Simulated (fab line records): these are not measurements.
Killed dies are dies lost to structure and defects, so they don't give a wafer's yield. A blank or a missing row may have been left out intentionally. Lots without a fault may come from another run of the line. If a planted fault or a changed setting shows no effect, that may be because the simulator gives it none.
2 desks, one fault    flow sky130    every desk sees just its own numbers, and what lay behind them comes last

AT THE METROLOGY DESK
What the gauges read for every lot (on any tool): the sampled wafers with a number, averaged. If a lot's mean is further than 4 standard deviations from the usual mean, the lot is out of limits and carries the mark OUT (the distance appears in the brackets).
Columns: A = PASSIVATION_CVD_02_THK at SKY_PASSIVATION_THK_MEAS_03, usual 538 nm
lot   first seen here  A
L958  day 44 00:00     543
L959  day 44 02:36     531
L962  day 45 01:35     537
L963  day 45 12:47     536
L964  day 46 00:51     538
L967  day 46 09:45     539
L971  day 47 17:19     530
L973  day 48 01:59     538
L975  day 48 07:05     543
L976  day 48 15:20     537
L979  day 49 11:11     542
L980  day 49 22:24     538
This desk's verdict: no lot among the 12 shows anything out of limits.

TOOL OWNER'S DESK, pvd-sputter-04
The tool's own readings at SKY_METAL3_SPUTTER_04 (material TiN, target thk 70 nm, time 58.3 s): means of the sampled wafers that have a number, for each lot that ran on this tool. If a lot's mean is further than 4 standard deviations from the usual mean, the lot is out of limits and carries the mark OUT (the distance appears in the brackets).
Columns: A = throttle-valve-pct at SKY_METAL3_SPUTTER_04, usual 29.6 %
lot   first seen here  A
L958  day 36 09:12     30.7
L962  day 37 17:31     29.4
L963  day 38 07:00     29.7
L964  day 38 20:19     30.5
L971  day 40 21:08     30.0
This desk's verdict: no lot among the 5 shows anything out of limits.

BROUGHT TOGETHER
The metrology desk saw nothing out of limits.
The desk of the tool owner found nothing out of limits.

WHAT THE SIMULATOR PUT IN
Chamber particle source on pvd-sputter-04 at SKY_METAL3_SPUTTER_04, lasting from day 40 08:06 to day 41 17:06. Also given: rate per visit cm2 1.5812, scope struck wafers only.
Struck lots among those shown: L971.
